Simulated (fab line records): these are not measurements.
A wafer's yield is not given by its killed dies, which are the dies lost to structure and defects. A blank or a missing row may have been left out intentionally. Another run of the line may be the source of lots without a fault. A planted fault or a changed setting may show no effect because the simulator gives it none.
Check for tools in common ; flow gf180mcu ; Lots sampled 13, wafers sampled 39

## WHY IT WAS OPENED
2 of 13 lots carry a flag on the reading VT_IMPLANT_TW at GF_VT_IMPLANT_TW_MEAS_10. Fault-free wafers read 562, with a standard deviation of 4.4.
Rule: a lot gets a flag if all its wafers with a number sit over 4 standard deviations from that mean, or if no wafer of it has a number. The rest of the lots are taken to be sound.

lot;measured;on;VT_IMPLANT_TW, wafer by wafer;flag
L474;day 6 03:04;filmMetro-01;566 565 566;
L475;day 6 07:49;filmMetro-01;562 564 565;
L476;day 6 15:28;filmMetro-01;564 565 565;
L478;day 7 02:49;filmMetro-04;555 556 553;
L480;day 7 15:56;filmMetro-01;564 563 562;
L481;day 8 00:40;filmMetro-02;558 559 558;
L482;day 8 04:20;filmMetro-04;554 557 552;
L483;day 8 10:20;filmMetro-02;561 560 557;
L484;day 8 18:10;filmMetro-02;559 560 560;
L487;day 9 11:59;filmMetro-01;567 569 562;
L489;day 10 00:58;filmMetro-04;558 559 560;
L490;day 10 05:46;filmMetro-04;1002 1003 998;FLAGGED
L491;day 10 12:34;filmMetro-01;1030 1026 1023;FLAGGED
The numbers of the flagged lots are 1014 on average: +452 against the usual, or +99 or more standard deviations.

## TOOL THAT RAN EACH LOT
The record holds 1 process step before the reading, out of a route of 602 steps. Each cell gives the tool, then ch followed by the chambers the sampled wafers passed through, then the start.
lot;flag;GF_VT_IMPLANT_IMPLANT_08
L474;;implanter-02 ch 0, day 6 02:49
L475;;implanter-04 ch 0, day 6 07:34
L476;;implanter-04 ch 0, day 6 15:13
L478;;implanter-02 ch 0, day 7 02:34
L480;;implanter-03 ch 0, day 7 15:44
L481;;implanter-04 ch 0, day 8 00:26
L482;;implanter-04 ch 0, day 8 04:07
L483;;implanter-04 ch 0, day 8 10:07
L484;;implanter-02 ch 0, day 8 17:55
L487;;implanter-02 ch 0, day 9 11:37
L489;;implanter-04 ch 0, day 10 00:43
L490;FLAGGED;implanter-02 ch 0, day 10 05:32
L491;FLAGGED;implanter-02 ch 0, day 10 12:19
What is done by these steps:
- GF_VT_IMPLANT_IMPLANT_08
- GF_VT_IMPLANT_TW_MEAS_10

## FLAGGED AGAINST TOTAL, ONE TOOL AT A TIME (gauges that did the reading follow at the end)
step;tool;lots run;flagged;share of the flagged lots;sound lots run after its first flagged lot
GF_VT_IMPLANT_IMPLANT_08;implanter-02;6;2;all;0
GF_VT_IMPLANT_IMPLANT_08;implanter-03;1;0;none;-
GF_VT_IMPLANT_IMPLANT_08;implanter-04;6;0;none;-
GF_VT_IMPLANT_TW_MEAS_10;filmMetro-01;6;1;some;0
GF_VT_IMPLANT_TW_MEAS_10;filmMetro-02;3;0;none;-
GF_VT_IMPLANT_TW_MEAS_10;filmMetro-04;4;1;some;0

## WHAT IS ALLOWED BY THE TABLE
1 row of the table ran every flagged lot: implanter-02 at GF_VT_IMPLANT_IMPLANT_08.
- implanter-02 at GF_VT_IMPLANT_IMPLANT_08: 2 of its 6 lots flagged. Last sound lot L487 at day 9 11:37, first flagged lot L490 at day 10 05:32; a fault beginning in between fits. Its own readings (doseIonsCm2, faradayCurrentUA) fall more than 4 standard deviations out on all wafers of the flagged lots.
Left over: one tool, implanter-02 at GF_VT_IMPLANT_IMPLANT_08.

## WHAT THE SIMULATOR HAD PUT IN
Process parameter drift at GF_VT_IMPLANT_IMPLANT_08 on implanter-02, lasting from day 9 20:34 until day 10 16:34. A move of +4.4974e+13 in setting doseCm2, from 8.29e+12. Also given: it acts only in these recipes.
Struck lots among those shown: L490, L491. This agrees with what the rule above found.
